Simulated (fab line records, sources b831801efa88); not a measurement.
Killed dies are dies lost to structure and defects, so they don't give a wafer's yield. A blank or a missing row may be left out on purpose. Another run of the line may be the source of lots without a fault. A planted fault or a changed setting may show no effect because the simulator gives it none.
Which tool is to blame? -- flow sky130 -- Sampling: 6 lots, 18 wafers, 2 of 708 route steps

== WHAT EACH GAUGE READ, for each wafer ==
SKY_NWELL_OVL_MEAS_10.
lot,measured,on,NWELL_00_OVL (nm)
L745,day 5 01:11,overlay-01,1.5 1.1 -1.0
L747,day 5 13:42,overlay-01,-0.4 0.9 -0.1
L751,day 6 12:56,overlay-02,1.6 -1.5 -1.5
L759,day 8 09:36,overlay-01,1.6 2.6 0.8
L762,day 9 07:47,overlay-02,0.0 -0.1 0.6
L764,day 9 17:50,overlay-01,-1.2 -0.3 0.0

== WHICH TOOL RAN EACH LOT (tool, then ch and the chambers of the sampled wafers, then the start) ==
lot,SKY_NWELL_EXPOSE_07
L745,"iline stepper-01 ch 0, day 4 18:00"
L747,"iline stepper-02 ch 0, day 5 05:05"
L751,"iline stepper-02 ch 0, day 6 04:08"
L759,"iline stepper-02 ch 0, day 7 23:59"
L762,"iline stepper-01 ch 0, day 8 21:08"
L764,"iline stepper-01 ch 0, day 9 06:19"
- SKY_NWELL_EXPOSE_07: exposes mask NWM, target cd 840 nm.

== THE ANSWER, worked out from the rows above alone ==
Rule: the lots themselves supply what counts as usual. Put in order of their means at a reading, lots are off if they are a third of the lots or fewer, leave a main group of 4 or more, and stand apart from it by a gap of 3 or more times the standard deviation of the main group's means; of several such gaps the widest counts. Not used: any main group whose means are identical at the precision the tables above print for the reading. A lot without any number at a reading at which 4 lots or more have one is off too. The other lots that the step has rows for count as sound.
None of the lots is off at any reading shown; this tells nothing.

== WHAT THE SIMULATOR PUT IN ==
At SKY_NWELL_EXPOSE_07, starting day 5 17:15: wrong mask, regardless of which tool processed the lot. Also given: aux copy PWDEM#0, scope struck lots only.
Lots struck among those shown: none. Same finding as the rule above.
